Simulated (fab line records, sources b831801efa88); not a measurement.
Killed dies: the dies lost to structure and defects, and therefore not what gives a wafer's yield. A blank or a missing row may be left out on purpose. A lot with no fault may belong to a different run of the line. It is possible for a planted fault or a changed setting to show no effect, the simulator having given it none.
fab line records	flow sfqLine
record lots=5	wafers=15	lastDay=90
route steps=325 shown M8@312
lots that met no fault: taken from a fault-free run of the same line
startH: the number of hours between the record's first day and the start of the first shown wafer of the lot	waitH: hours from the lot's prior step to this one	" as in the row above	L1.1+2: a single row standing in for several wafers	- either no value or no given start	* or withheld: withheld	< > ~ a bound
route shown NAME@n: a module of which the file shows steps, and the number in the route of the first	usual: mean and standard deviation over wafers with no fault	same: alike in all rows	chamber/n: place in a boat	sites: each site's reading	_std_site: their standard deviation	_edge_site: the outer-site mean with the inner-site mean subtracted	radiusMm: for every site, how far away it sits from the centre of the wafer	mask NAME#n: copy n	behind: the tool/chamber that last shaped the wafer	hold: why the lot was held/for how many hours/how that ended	device: which transistor (n, p or np) failed to switch	end of line: the same wafers' tests at the end of the route	where a step has no rows: the recipe by itself	killed: dies lost to structure and defects at the first sort, not the wafer's yield	map: dies across one wafer; x = killed, . = not, _ = none there
set.NAME: the run value of the setting; set.NAME@STEP: its run value at that earlier step	model.NAME: the simulator's own value behind a step, which no gauge read
lots at some steps of the route; a table a step, a row a wafer
services: the hour from which a tool's chamber was out of use, counted from the record's first day as startH (under 0 if before that day), plus the number of hours and why
## steps
# step SFQ_TRILAYER_M8_LITHO_LOR_BAKE_198
# recipe resist=lift-off	tempC=withheld	timeS=withheld
# usual exhaustPa=45.2/0.98	resistLineTempC=*
lot.wafer	tool	chamber	startH	waitH	exhaustPa	resistLineTempC
L076.4	lithoTrack-02	0	1833.93	0.4	45.5	*
L076.5	"	0	"	"	44.4	*
L076.6	"	0	"	"	45.2	*
L077.2	lithoTrack-01	0	1841.83	0.3	44.1	*
L077.3	"	0	"	"	44.8	*
L077.6	"	0	"	"	44.1	*
L086.2	lithoTrack-01	0	1977.76	0.3	44.8	*
L086.3	"	0	"	"	46.1	*
L086.5	"	0	"	"	44.2	*
L087.1	lithoTrack-02	0	1981.17	0.2	45.4	*
L087.2	"	0	"	"	45.5	*
L087.5	"	0	"	"	43.9	*
L090.1	lithoTrack-02	0	2088.35	0.2	44.0	*
L090.3	"	0	"	"	44.4	*
L090.5	"	0	"	"	44.8	*
# step SFQ_TRILAYER_M8_LITHO_COAT_193
# recipe resist=KrF	spinRpm=3000	resistThkNm=600
# usual exhaustPa=44.9/0.96	resistLineTempC=23.01/0.1	spinSpeedRpm=3000.2/2
lot.wafer	tool	chamber	startH	waitH	exhaustPa	resistLineTempC	spinSpeedRpm
L076.4	lithoTrack-02	0	-	-	45.3	23.03	2999.7
L076.5	"	0	"	"	44.4	23.03	2997.8
L076.6	"	0	"	"	45.2	23.07	2998.8
L077.2	lithoTrack-01	0	-	-	44.6	23.04	2997.4
L077.3	"	0	"	"	45.7	23.00	2998.7
L077.6	"	0	"	"	45.0	23.12	3001.6
L086.2	lithoTrack-01	0	-	-	44.0	22.99	3000.5
L086.3	"	0	"	"	44.2	23.13	3002.4
L086.5	"	0	"	"	45.2	22.92	3000.6
L087.1	lithoTrack-02	0	-	-	46.4	23.06	2998.2
L087.2	"	0	"	"	45.4	23.01	3002.7
L087.5	"	0	"	"	44.0	22.99	2997.3
L090.1	lithoTrack-02	0	-	-	45.7	22.83	3003.0
L090.3	"	0	"	"	45.0	23.05	3000.7
L090.5	"	0	"	"	46.9	22.95	3002.1
# step SFQ_TRILAYER_M8_LITHO_SOFTBAKE_199
# recipe tempC=withheld	timeS=withheld	resist=KrF
# usual exhaustPa=45.0/0.88	resistLineTempC=*
lot.wafer	tool	chamber	startH	waitH	exhaustPa	resistLineTempC
L076.4	lithoTrack-02	0	-	-	46.4	*
L076.5	"	0	"	"	45.1	*
L076.6	"	0	"	"	45.1	*
L077.2	lithoTrack-01	0	-	-	47.0	*
L077.3	"	0	"	"	46.1	*
L077.6	"	0	"	"	45.7	*
L086.2	lithoTrack-01	0	-	-	45.9	*
L086.3	"	0	"	"	45.8	*
L086.5	"	0	"	"	46.1	*
L087.1	lithoTrack-02	0	-	-	44.9	*
L087.2	"	0	"	"	44.3	*
L087.5	"	0	"	"	45.1	*
L090.1	lithoTrack-02	0	-	-	44.5	*
L090.3	"	0	"	"	44.4	*
L090.5	"	0	"	"	44.7	*
# step SFQ_TRILAYER_M8_LITHO_EXPOSE_194
# recipe maskId=M8	na=0.6	sourceShape=conventional	sigmaOuter=0.65	targetCdNm=2000	doseMj=14.4
# same na=0.6
lot.wafer	tool	chamber	startH	waitH	mask
L076.4+5+6	krfScanner-01	0	1916.55	-	M8#0
L077.2+3+6	krfScanner-01	0	1924.55	-	M8#0
L086.2+3+5	krfScanner-01	0	2010.40	-	M8#0
L087.1+2+5	krfScanner-01	0	2012.87	-	M8#0
L090.1+3+5	krfScanner-01	0	2160.57	-	M8#0
# step SFQ_TRILAYER_M8_LITHO_PEB_196
# recipe pebTempC=115	pebTimeS=60	resist=KrF
# usual exhaustPa=45.2/0.9	resistLineTempC=23.00/0.12
lot.wafer	tool	chamber	startH	waitH	exhaustPa	resistLineTempC
L076.4	lithoTrack-04	0	1917.23	0.5	46.0	22.73
L076.5	"	0	"	"	46.2	22.87
L076.6	"	0	"	"	44.7	23.09
L077.2	lithoTrack-04	0	1925.58	0.8	45.4	22.94
L077.3	"	0	"	"	46.2	23.11
L077.6	"	0	"	"	44.9	23.07
L086.2	lithoTrack-01	0	2011.43	0.8	45.9	23.02
L086.3	"	0	"	"	46.3	23.03
L086.5	"	0	"	"	46.4	22.97
L087.1	lithoTrack-02	0	2014.07	1.0	45.0	22.87
L087.2	"	0	"	"	45.9	22.91
L087.5	"	0	"	"	45.2	22.91
L090.1	lithoTrack-04	0	2161.77	1.0	46.4	22.80
L090.3	"	0	"	"	45.9	22.96
L090.5	"	0	"	"	46.6	22.98
# step SFQ_TRILAYER_M8_LITHO_DEVELOP_195
# recipe imgClearS=15	timeS=55	resist=KrF
# usual exhaustPa=45.2/0.9	resistLineTempC=23.00/0.099
lot.wafer	tool	chamber	startH	waitH	exhaustPa	resistLineTempC
L076.4	lithoTrack-04	0	1917.37	0.1	45.6	22.92
L076.5	"	0	"	"	44.9	22.98
L076.6	"	0	"	"	44.5	22.94
L077.2	lithoTrack-04	0	1925.72	0.1	46.0	22.88
L077.3	"	0	"	"	46.0	22.93
L077.6	"	0	"	"	45.3	23.04
L086.2	lithoTrack-01	0	2011.57	0.1	44.3	23.11
L086.3	"	0	"	"	44.6	23.17
L086.5	"	0	"	"	45.1	23.00
L087.1	lithoTrack-02	0	2014.22	0.1	43.6	23.01
L087.2	"	0	"	"	44.5	22.92
L087.5	"	0	"	"	45.4	23.01
L090.1	lithoTrack-04	0	2161.92	0.1	46.5	22.98
L090.3	"	0	"	"	45.4	22.98
L090.5	"	0	"	"	45.3	23.12
# step SFQ_M8_OVL_MEAS_948
# usual M8_OVL=1/4.7
lot.wafer	tool	chamber	startH	waitH	M8_OVL[nm]
L076.4	overlay-02	-	1917.46	0.1	-4
L076.5	"	-	"	"	1
L076.6	"	-	"	"	-2
L077.2	overlay-02	-	1925.85	0.1	2
L077.3	"	-	"	"	5
L077.6	"	-	"	"	6
L086.2	overlay-01	-	2011.70	0.1	2
L086.3	"	-	"	"	3
L086.5	"	-	"	"	1
L087.1	overlay-02	-	2014.36	0.1	-7
L087.2	"	-	"	"	-7
L087.5	"	-	"	"	-3
L090.1	overlay-01	-	2162.06	0.1	3
L090.3	"	-	"	"	-2
L090.5	"	-	"	"	1
# step SFQ_TRILAYER_M8_DEP_EVAP_197
# recipe material=Ti	angularSpreadDeg=1	targetThkNm=20	timeS=100	powerW=2000
# usual cathodeDcPowerW=2000.0/0.36
lot.wafer	tool	chamber	startH	waitH	cathodeDcPowerW
L076.4	pvdSputter-02	-	1917.48	0.0	1999.8
L076.5	"	-	"	"	1999.2
L076.6	"	-	"	"	2000.1
L077.2	pvdSputter-01	-	1925.88	0.0	1999.8
L077.3	"	-	"	"	1999.9
L077.6	"	-	"	"	2000.2
L086.2	pvdSputter-02	-	2011.73	0.0	1999.8
L086.3	"	-	"	"	2000.2
L086.5	"	-	"	"	2000.2
L087.1	pvdSputter-01	-	2014.40	0.0	1999.8
L087.2	"	-	"	"	1999.7
L087.5	"	-	"	"	1999.7
L090.1	pvdSputter-02	-	2162.10	0.0	2000.0
L090.3	"	-	"	"	2000.0
L090.5	"	-	"	"	2000.0
# step SFQ_TRILAYER_M8_DEP_EVAP_198
# recipe material=Pt	angularSpreadDeg=1	targetThkNm=50	timeS=239.8	powerW=2000
# usual cathodeDcPowerW=2000.1/0.37
lot.wafer	tool	chamber	startH	waitH	cathodeDcPowerW
L076.4	pvdSputter-02	-	1917.55	0.0	2000.9
L076.5	"	-	"	"	1999.9
L076.6	"	-	"	"	2000.1
L077.2	pvdSputter-01	-	1925.95	0.0	2000.0
L077.3	"	-	"	"	2000.2
L077.6	"	-	"	"	2000.5
L086.2	pvdSputter-02	-	2011.80	0.0	2000.1
L086.3	"	-	"	"	2000.0
L086.5	"	-	"	"	2000.0
L087.1	pvdSputter-01	-	2014.47	0.0	1999.8
L087.2	"	-	"	"	1999.4
L087.5	"	-	"	"	2000.2
L090.1	pvdSputter-02	-	2162.17	0.0	2000.5
L090.3	"	-	"	"	1999.6
L090.5	"	-	"	"	1999.8
# step SFQ_TRILAYER_M8_DEP_EVAP_196
# recipe material=Au	angularSpreadDeg=1	targetThkNm=180	timeS=900	powerW=2000
# usual cathodeDcPowerW=2000.0/0.34
lot.wafer	tool	chamber	startH	waitH	cathodeDcPowerW
L076.4	pvdSputter-02	-	1917.71	0.1	2000.0
L076.5	"	-	"	"	2000.1
L076.6	"	-	"	"	1999.5
L077.2	pvdSputter-01	-	1926.11	0.1	2000.6
L077.3	"	-	"	"	1999.6
L077.6	"	-	"	"	2001.0
L086.2	pvdSputter-02	-	2011.96	0.1	1999.7
L086.3	"	-	"	"	2000.5
L086.5	"	-	"	"	1999.7
L087.1	pvdSputter-01	-	2014.63	0.1	2000.0
L087.2	"	-	"	"	2000.7
L087.5	"	-	"	"	2000.3
L090.1	pvdSputter-02	-	2162.33	0.1	2000.4
L090.3	"	-	"	"	2000.3
L090.5	"	-	"	"	2000.3
# step SFQ_M8_RS_MEAS_949
# recipe thkMeasGauge=four-point-probe	reads=Au_of_TRILAYER_M8_DEP_EVAP_196+Pt_of_TRILAYER_M8_DEP_EVAP_198+Ti_of_TRILAYER_M8_DEP_EVAP_197
# usual M8_AU_RS=0.1545/0.0017
lot.wafer	tool	chamber	startH	waitH	M8_AU_RS[ohm/sq]
L076.4	filmMetro-03	-	1918.28	0.3	0.1565
L076.5	"	-	"	"	0.1548
L076.6	"	-	"	"	0.1571
L077.2	filmMetro-02	-	1926.64	0.3	0.1535
L077.3	"	-	"	"	0.1547
L077.6	"	-	"	"	0.1561
L086.2	filmMetro-03	-	2012.49	0.3	0.1549
L086.3	"	-	"	"	0.1553
L086.5	"	-	"	"	0.1549
L087.1	filmMetro-03	-	2015.14	0.3	0.1533
L087.2	"	-	"	"	0.1553
L087.5	"	-	"	"	0.1534
L090.1	filmMetro-04	-	2162.84	0.3	0.1551
L090.3	"	-	"	"	0.1564
L090.5	"	-	"	"	0.1570
# step SFQ_M8_THK_MEAS_950
# recipe thkMeasGauge=xrf	reads=Au_of_TRILAYER_M8_DEP_EVAP_196
# usual M8_AU_THK=180.1/2.4
lot.wafer	tool	chamber	startH	waitH	M8_AU_THK[nm]
L076.4	filmMetro-03	-	1918.37	0.1	177.3
L076.5	"	-	"	"	179.7
L076.6	"	-	"	"	176.6
L077.2	filmMetro-02	-	1926.75	0.1	181.9
L077.3	"	-	"	"	181.3
L077.6	"	-	"	"	179.9
L086.2	filmMetro-03	-	2012.60	0.1	179.5
L086.3	"	-	"	"	177.4
L086.5	"	-	"	"	178.6
L087.1	filmMetro-03	-	2015.26	0.1	180.2
L087.2	"	-	"	"	177.6
L087.5	"	-	"	"	180.1
L090.1	filmMetro-04	-	2162.96	0.1	179.1
L090.3	"	-	"	"	177.3
L090.5	"	-	"	"	176.9
# step SFQ_TRILAYER_M8_LIFTOFF_LIFTOFF_197
# recipe tempC=80	timeS=600	chemistry=NMP
lot.wafer	tool	chamber	startH	waitH
L076.4+5+6	wetBench-01	4,6,2	1918.40	0.0
L077.2+3+6	wetBench-01	6,3,1	1926.80	0.0
L086.2+3+5	wetBench-03	0,3,2	2012.65	0.0
L087.1+2+5	wetBench-01	2,5,1	2015.32	0.1
L090.1+3+5	wetBench-02	3,2,4	2163.02	0.1
# step SFQ_M8_BOW_MEAS_951
# recipe mode=bow
# usual M8_BOW=8/12
lot.wafer	tool	chamber	startH	waitH	M8_BOW[um]
L076.4	filmMetro-02	-	1918.65	0.1	27
L076.5	"	-	"	"	35
L076.6	"	-	"	"	21
L077.2	filmMetro-03	-	1927.01	0.0	18
L077.3	"	-	"	"	21
L077.6	"	-	"	"	12
L086.2	filmMetro-02	-	2012.85	0.0	33
L086.3	"	-	"	"	32
L086.5	"	-	"	"	27
L087.1	filmMetro-02	-	2015.50	0.0	-3
L087.2	"	-	"	"	23
L087.5	"	-	"	"	0
L090.1	filmMetro-03	-	2163.20	0.0	8
L090.3	"	-	"	"	21
L090.5	"	-	"	"	7
## services
tool	chamber	startH	hours	kind
pvdSputter-01	-	1816.24	2.2	repair
krfScanner-01	-	1821.39	1.3	pm
krfScanner-01	-	1825.09	1.0	pm
pvdSputter-01	-	1915.23	2.8	repair
pvdSputter-01	-	1932.00	9.1	repair
pvdSputter-01	-	1952.84	1.6	repair
pvdSputter-02	-	1978.10	3.3	repair
pvdSputter-01	-	1981.63	0.5	repair
krfScanner-01	-	1993.95	1.0	pm
krfScanner-01	-	1996.15	11.6	pm
krfScanner-01	-	2007.70	1.3	pm
wetBench-01	-	2007.88	2.1	repair
krfScanner-01	-	2032.04	0.8	pm
wetBench-03	-	2039.12	1.9	pm
krfScanner-01	-	2060.15	0.4	repair
pvdSputter-02	3	2126.88	-	consumableReplace:kit
pvdSputter-02	3	2126.88	18.0	scheduledDown
krfScanner-01	-	2131.67	3.9	repair
krfScanner-01	-	2136.66	0.8	pm
pvdSputter-02	-	2148.31	0.9	repair
pvdSputter-02	-	2150.10	2.9	repair
pvdSputter-02	-	2152.26	1.0	repair
wetBench-03	-	2158.33	1.0	repair
krfScanner-01	-	2162.97	1.0	pm
## key
fault none
